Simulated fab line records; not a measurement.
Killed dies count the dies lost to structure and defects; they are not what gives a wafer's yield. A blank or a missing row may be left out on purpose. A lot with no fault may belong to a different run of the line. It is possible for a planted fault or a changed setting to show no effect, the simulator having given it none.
Chamber matching :: flow sky130 :: cmp-02 running SKY_VIA3_CMP_24: 4 sister chambers
The step polishes, stops on SiO2, t overpolish 20 s, target thk 0 nm. 4 wafers are shown with their chamber, then 8 later ones without.

WAFERS PAIRED WITH THEIR CHAMBERS
wafer: L081.5
chamber: 1
motor current A (A): 12.2

wafer: L086.3
chamber: 0
motor current A (A): 10.6

wafer: L086.6
chamber: 2
motor current A (A): 12.2

wafer: L090.2
chamber: 3
motor current A (A): 12.2

WAFERS WITH NO CHAMBER GIVEN
wafer: L090.4
motor current A (A): 10.3

wafer: L090.5
motor current A (A): 12.2

wafer: L094.2
motor current A (A): 13.7

wafer: L094.3
motor current A (A): 10.6

wafer: L094.5
motor current A (A): 10.5

wafer: L096.2
motor current A (A): 12.4

wafer: L096.4
motor current A (A): 12.2

wafer: L096.6
motor current A (A): 13.2

THE CHAMBER EACH PASSED THROUGH
wafer: L090.4
from the rows above: 0
in truth: 0

wafer: L090.5
from the rows above: can't be placed: 1 or 2 or 3
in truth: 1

wafer: L094.2
from the rows above: can't be placed: 1 or 2 or 3
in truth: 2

wafer: L094.3
from the rows above: 0
in truth: 0

wafer: L094.5
from the rows above: 0
in truth: 0

wafer: L096.2
from the rows above: can't be placed: 1 or 2 or 3
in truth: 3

wafer: L096.4
from the rows above: can't be placed: 1 or 2 or 3
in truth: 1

wafer: L096.6
from the rows above: can't be placed: 1 or 2 or 3
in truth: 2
Placed correctly: 3 of 8. Can't be placed from these rows: 5 (the true chamber is among the candidates in 5). Placed wrongly: 0.
How it was worked out, from the rows above alone: a wafer's distance from a chamber is the root of the sum, over the readings, of the square of ((its reading less the chamber's mean) divided by the reading's scatter). The wafer belongs to the nearest chamber; if the next one is less than 2 further off, it can't be placed. The mean given for a chamber averages the wafers shown for that chamber. The scatter: root of mean squared gap, hidden wafer to nearest shown wafer, with one shown wafer a chamber.
